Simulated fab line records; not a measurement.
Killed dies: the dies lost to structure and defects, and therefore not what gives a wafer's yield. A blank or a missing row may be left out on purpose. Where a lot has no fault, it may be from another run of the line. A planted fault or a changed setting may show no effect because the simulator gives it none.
What tool caused it? -- flow gf180mcu -- 15 lots, 45 wafers sampled, at 2 steps of a route of 602

## WHAT EACH GAUGE READ, for each wafer
GF_PSD_TW_MEAS_11.
lot,measured,on,PSD_TW
L909,day 14 15:07,film-metro-02,3179 3163 3185
L910,day 14 20:47,film-metro-01,3197 3187 3211
L911,day 15 01:49,film-metro-04,3108 3118 3122
L913,day 16 04:34,film-metro-01,3201 3202 3208
L914,day 16 15:34,film-metro-04,3166 3151 3156
L915,day 17 01:20,film-metro-02,3190 3177 3201
L916,day 17 12:55,film-metro-04,3161 3173 3149
L917,day 17 12:08,film-metro-04,3143 3149 3149
L921,day 19 01:07,film-metro-04,3145 3171 3155
L926,day 20 20:08,film-metro-04,3139 3136 3138
L928,day 21 11:50,film-metro-01,3210 3198 3224
L929,day 21 20:51,film-metro-01,3197 3217 3207
L930,day 22 03:07,film-metro-04,3151 3144 3149
L931,day 22 11:42,film-metro-04,3175 3150 3154
L932,day 22 23:43,film-metro-04,3149 3153 3150

## EACH LOT AND THE TOOL THAT RAN IT (in order: tool; ch and the chambers of the sampled wafers; start)
lot,GF_MVSD_DEVELOP_06
L909,"litho-track-04 ch 0, day 4 09:00"
L910,"litho-track-01 ch 0, day 4 14:00"
L911,"litho-track-02 ch 0, day 4 20:00"
L913,"litho-track-01 ch 0, day 5 09:00"
L914,"litho-track-02 ch 0, day 5 18:00"
L915,"litho-track-02, day 5 23:00"
L916,"litho-track-02, day 6 03:00"
L917,"litho-track-01, day 6 06:00"
L921,"litho-track-02 ch 0, day 7 06:00"
L926,"litho-track-02 ch 0, day 8 14:00"
L928,"litho-track-02 ch 0, day 9 05:00"
L929,"litho-track-01 ch 0, day 9 09:00"
L930,"litho-track-04 ch 0, day 9 16:00"
L931,"litho-track-02 ch 0, day 9 20:00"
L932,"litho-track-04 ch 0, day 10 04:00"
- GF_MVSD_DEVELOP_06: develop time 60 s.

## WHAT THE TOOLS THEMSELVES READ (means of the sampled wafers that have a number; where no wafer has one, the mark that the record gives instead)
GF_MVSD_DEVELOP_06.
lot,tool,chill-plate-temp-C (C),resist-line-temp-C (C)
L909,litho-track-04,22.88,23.11
L910,litho-track-01,23.04,22.85
L911,litho-track-02,23.12,23.10
L913,litho-track-01,22.97,23.00
L914,litho-track-02,22.97,22.95
L915,litho-track-02,-,-
L916,litho-track-02,-,-
L917,litho-track-01,-,-
L921,litho-track-02,23.11,23.12
L926,litho-track-02,23.04,23.03
L928,litho-track-02,23.04,22.91
L929,litho-track-01,22.88,22.92
L930,litho-track-04,23.07,22.97
L931,litho-track-02,22.96,23.03
L932,litho-track-04,23.08,22.84

## THE ANSWER, worked out from the rows above alone
Rule: the usual values come from the lots themselves. Put in order of their means at a reading, lots are off if they are a third of the lots or fewer, leave a main group of 4 or more, and stand apart from it by a gap of 3 or more times the standard deviation of the main group's means; of several such gaps the widest counts. A main group whose means are all the same, to the digits that the tables above print for the reading, isn't used. A lot without any number at a reading at which 4 lots or more have one is off too. Any other lot the step has rows for is counted as sound. First the gauges in route order, then the tools' own readings, where a lot's mean is used as printed above. The first step at which some lot is off is used, and at that step the reading that is off furthest; a lot without a number counts as furthest.
Off: L915, L916, L917, at GF_MVSD_DEVELOP_06 (chill-plate-temp-C). Without a number there: L915, L916, L917. Mean 23.01 C and standard deviation 0.078 in the main group.
A tool fits if, at that step or a process step before it, it ran every lot that is off, and no sound lot after the first of them. Not one of the candidates tried fits.

## WHAT WAS PUT IN BY THE SIMULATOR
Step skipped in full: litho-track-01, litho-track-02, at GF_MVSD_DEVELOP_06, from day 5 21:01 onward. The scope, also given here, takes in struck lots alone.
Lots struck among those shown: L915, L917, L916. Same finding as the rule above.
